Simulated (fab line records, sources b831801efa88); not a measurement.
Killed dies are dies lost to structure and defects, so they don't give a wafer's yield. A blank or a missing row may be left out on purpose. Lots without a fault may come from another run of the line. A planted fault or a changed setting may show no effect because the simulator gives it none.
fab line records | flow sfq_line
record lots=15 wafers=45 last_day=95
route steps=325 shown I0@44
lots that met no fault: from a run of the same line without faults
start_h: hours from the record's first day to the start of the lot's first wafer shown | wait_h: hours since the lot's step before | " the same as in the row above | L1.1+2: a row that stands for several wafers | - no value, or no start given | * or withheld: withheld | < > ~ a bound
route shown NAME@n: a module of which the file shows steps, and the number in the route of the first | usual: mean/standard deviation of fault-free wafers | same: alike in all rows | chamber/n: place in a boat | sites: the reading at each site | _std_site: their standard deviation | _edge_site: outer sites' mean less inner sites' | radius_mm: how far each site lies from the wafer's centre | mask NAME#n: copy n | behind: the tool/chamber that last shaped the wafer | hold: why the lot was held/for how many hours/how that ended | device: the transistor (n, p or np) that didn't switch | end of line: the same wafers' tests at the end of the route | a step without rows: its recipe alone | killed: dies lost to structure and defects at the first sort, not the wafer's yield | map: a wafer's dies, x killed, . not, _ none there
set.NAME: the setting as run; set.NAME@STEP: as run at that earlier step | model.NAME: the simulator's own value behind a step, which no gauge read
steps of the route over a sample of lots; a table a step, a row a wafer
services: from which hour (start_h, from the record's first day; less than 0 if before it) a tool's chamber was out of use, for how many hours, and why
## steps
# step SFQ_TRILAYER_I0_CMP_CMP_028
# recipe material=SiO2 down_force_psi=3 platen_rpm=60 pad_velocity_m_s=0.94248
# usual head_pressure_psi=3.001/0.0062 motor_current_A=10.1/1 time_to_endpoint_s=216/7.7
# columns lot.wafer tool chamber start_h wait_h head_pressure_psi motor_current_A time_to_endpoint_s
L600.2 cmp-02 2 242.61 2.6 3.007 9.0 228
L600.4 " 3 " " 2.996 11.2 226
L600.3 " 0 " " 2.998 10.0 231
L601.3 cmp-01 1 250.22 6.6 2.992 11.0 220
L601.4 " 3 251.22 7.6 3.006 9.3 220
L601.6 " 1 252.22 8.6 2.996 10.9 226
L602.1 cmp-02 2 252.61 6.6 2.996 8.9 218
L602.4 " 3 " " 2.997 11.7 215
L602.5 " 1 254.11 8.1 2.997 8.4 214
L604.4 cmp-02 3 257.61 4.8 2.999 12.6 215
L604.3 " 2 259.11 6.3 3.003 9.1 220
L604.5 " 0 260.11 7.3 3.003 9.9 217
L605.3 cmp-01 0 259.22 4.8 2.996 10.7 213
L605.1 " 1 " " 3.005 10.6 211
L605.4 " 2 " " 3.002 9.9 207
L608.1 cmp-02 1 270.61 1.8 3.004 8.6 211
L608.4 " 2 " " 3.003 8.7 227
L608.5 " 3 " " 3.002 12.1 291
L609.1 cmp-02 2 275.61 2.0 3.004 8.9 220
L609.6 " 2 277.61 4.0 3.005 8.9 272
L609.5 " 3 " " 3.011 11.9 279
L612.2 cmp-02 0 283.23 0.0 2.995 10.3 226
L612.1 " 2 284.23 1.0 3.002 8.3 224
L612.6 " 1 285.73 2.5 2.999 8.8 288
L613.4 cmp-01 1 290.47 0.0 3.008 10.7 215
L613.1 " 2 " " 3.001 10.0 197
L613.3 " 0 291.97 1.5 2.997 10.9 215
L615.1 cmp-01 2 295.23 0.0 3.007 9.7 196
L615.2 " 1 296.73 1.5 3.007 11.0 219
L615.6 " 2 " " 2.996 10.1 216
L616.1 cmp-01 2 307.28 0.5 3.001 10.2 206
L616.2 " 3 " " 3.012 9.2 211
L616.6 " 1 308.78 2.0 3.004 10.9 218
L619.1 cmp-01 2 452.87 1.2 3.003 9.5 202
L619.2 " 3 " " 3.006 9.4 213
L619.5 " 1 454.37 2.7 3.009 11.1 228
L621.4 cmp-01 3 501.21 9.7 3.001 9.7 227
L621.2 " 1 502.21 10.8 2.990 10.7 221
L621.3 " 2 " " 2.993 9.4 203
L622.3 cmp-02 0 502.71 6.5 2.996 9.9 222
L622.4 " 1 " " 2.994 8.5 208
L622.6 " 0 504.71 8.4 3.008 9.9 227
L623.3 cmp-01 1 504.21 4.4 3.001 11.1 213
L623.1 " 2 " " 3.002 9.9 203
L623.6 " 2 506.71 6.8 2.998 10.2 212
# step SFQ_TRILAYER_I0_METRO_MEASURE_029
# usual thk_nm=200.2/1.1
# columns lot.wafer tool chamber start_h wait_h thk_nm
L600.2 film_metro-04 - 245.93 0.3 201.3
L600.3 " - " " 203.5
L600.4 " - " " 200.9
L601.3 film_metro-03 - 253.74 0.5 200.7
L601.4 " - " " 199.4
L601.6 " - " " 199.6
L602.1 film_metro-01 - 254.73 0.1 198.9
L602.4 " - " " 200.1
L602.5 " - " " 199.6
L604.3 film_metro-04 - 261.13 0.5 202.0
L604.4 " - " " 200.3
L604.5 " - " " 201.1
L605.1 film_metro-01 - 262.34 0.1 201.0
L605.3 " - " " 200.6
L605.4 " - " " 198.8
L608.1 film_metro-01 - 272.73 0.1 199.4
L608.4 " - " " 201.7
L608.5 " - " " 308.1
L609.1 film_metro-03 - 278.73 0.1 200.1
L609.5 " - " " 305.0
L609.6 " - " " 303.2
L612.1 film_metro-04 - 286.35 0.1 201.8
L612.2 " - " " 201.0
L612.6 " - " " 307.8
L613.1 film_metro-03 - 293.59 0.1 197.6
L613.3 " - " " 200.1
L613.4 " - " " 201.0
L615.1 film_metro-01 - 298.35 0.1 198.1
L615.2 " - " " 200.7
L615.6 " - " " 197.8
L616.1 film_metro-01 - 309.90 0.1 200.0
L616.2 " - " " 200.2
L616.6 " - " " 201.2
L619.1 film_metro-01 - 455.49 0.1 197.8
L619.2 " - " " 200.2
L619.5 " - " " 199.7
L621.2 film_metro-01 - 504.53 0.3 200.8
L621.3 " - " " 199.5
L621.4 " - " " 200.9
L622.3 film_metro-03 - 505.73 0.5 200.9
L622.4 " - " " 199.0
L622.6 " - " " 202.3
L623.1 film_metro-04 - 507.33 0.1 198.2
L623.3 " - " " 201.1
L623.6 " - " " 199.7
# step SFQ_TRILAYER_I0_VIA_ETCH_VIA_ETCH_034
# recipe target=SiO2 stop_on=Nb mask_material=PR taper_deg=20 chemistry=CHF3 target_depth_nm=260 source_w=500 bias_w=80 pressure_mtorr=30 time_s=withheld
# usual drypump_motor_current_A=5.66/0.28 oes_product_au=0.855/0.0051
# columns lot.wafer tool chamber start_h wait_h drypump_motor_current_A oes_product_au
L600.2 rie_diel-03 3 375.80 0.0 5.93 0.858
L600.3 " 2 " " 5.54 0.862
L600.4 " 0 " " 5.65 0.858
L601.3 rie_diel-01 2 380.34 0.0 6.06 0.857
L601.4 " 3 " " 5.65 0.849
L601.6 " 0 " " 5.39 0.860
L602.1 rie_diel-02 0 381.54 0.0 5.66 0.854
L602.4 " 3 " " 5.99 0.862
L602.5 " 1 " " 5.88 0.851
L604.3 rie_diel-01 2 385.14 0.0 6.03 0.862
L604.4 " 3 " " 5.66 0.853
L604.5 " 1 " " 5.30 0.855
L605.1 rie_diel-02 0 387.54 0.0 5.61 0.855
L605.3 " 2 " " 5.13 0.854
L605.4 " 1 " " 5.90 0.852
L608.1 rie_diel-02 0 393.54 0.0 5.65 0.850
L608.4 " 3 " " 6.04 0.864
L608.5 " 0 " " 5.63 1.011
L609.1 rie_diel-03 1 395.94 0.0 5.71 0.860
L609.5 " 2 " " 5.51 1.011
L609.6 " 3 " " 5.91 0.997
L612.1 rie_diel-01 3 400.74 0.0 5.67 0.857
L612.2 " 2 " " 6.05 0.858
L612.6 " 2 " " 5.99 1.009
L613.1 rie_diel-03 2 404.34 0.0 5.55 0.858
L613.3 " 1 " " 5.72 0.859
L613.4 " 0 " " 5.67 0.854
L615.1 rie_diel-03 1 443.94 0.0 5.74 0.856
L615.2 " 0 " " 5.65 0.859
L615.6 " 3 " " 5.90 0.844
L616.1 rie_diel-02 3 449.49 0.0 6.00 0.853
L616.2 " 2 " " 5.13 0.851
L616.6 " 1 " " 5.88 0.858
L619.1 rie_diel-02 0 469.97 0.0 5.65 0.853
L619.2 " 2 " " 5.13 0.865
L619.5 " 3 " " 6.03 0.851
L621.2 rie_diel-03 3 658.13 0.0 5.92 0.849
L621.3 " 2 " " 5.55 0.853
L621.4 " 3 " " 5.92 0.851
L622.3 rie_diel-03 0 660.53 0.0 5.63 0.857
L622.4 " 0 " " 5.66 0.850
L622.6 " 3 " " 5.93 0.861
L623.1 rie_diel-03 3 669.06 0.0 5.94 0.842
L623.3 " 2 " " 5.54 0.850
L623.6 " 2 " " 5.55 0.847
## services
# columns tool chamber start_h hours kind
cmp-02 - 227.26 0.6 repair
cmp-01 - 240.83 5.4 pm
cmp-01 - 246.22 4.0 pm
cmp-01 - 270.11 4.4 repair
rie_diel-03 - 274.99 4.3 pm
film_metro-01 - 300.12 0.4 pm
cmp-02 - 301.59 4.2 repair
film_metro-01 - 304.25 1.1 pm
cmp-01 - 334.97 2.5 repair
cmp-01 - 348.84 4.2 repair
cmp-01 - 352.47 0.2 repair
cmp-01 - 362.99 4.1 repair
cmp-01 - 393.05 11.7 repair
cmp-01 - 402.93 8.5 repair
cmp-01 - 411.62 1.2 repair
cmp-01 - 426.37 0.3 repair
cmp-01 - 478.08 8.1 pm
cmp-01 - 548.48 0.3 repair
cmp-01 - 588.06 4.0 pm
cmp-01 - 608.21 9.2 pm
cmp-01 - 622.60 1.7 repair
cmp-01 - 625.38 0.5 repair
cmp-01 - 633.78 1.7 repair
cmp-01 - 662.54 5.9 pm
## key
first_sign step=SFQ_TRILAYER_I0_CMP_CMP_028 reading=time_to_endpoint_s direction=up sigmas=8.6 usual=* struck=*
effect step=SFQ_TRILAYER_I0_METRO_MEASURE_029 reading=thk_nm direction=up sigmas=99+ usual=200.2 struck=306.0
effect step=SFQ_TRILAYER_I0_VIA_ETCH_VIA_ETCH_034 reading=oes_product_au direction=up sigmas=30 usual=0.855 struck=1.007
met_at SFQ_TRILAYER_I0_CMP_CMP_028
struck_lots L608,L609,L612
struck_wafers L608.5,L609.5,L609.6,L612.6
onset_between 257.61 270.61
fault kind=process_parameter_drift tool=cmp-02 chamber=- onset_h=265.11 steps=SFQ_TRILAYER_I0_CMP_CMP_028 channel=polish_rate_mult offset=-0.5 shape=step end_h=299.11 scope=struck_wafers_only
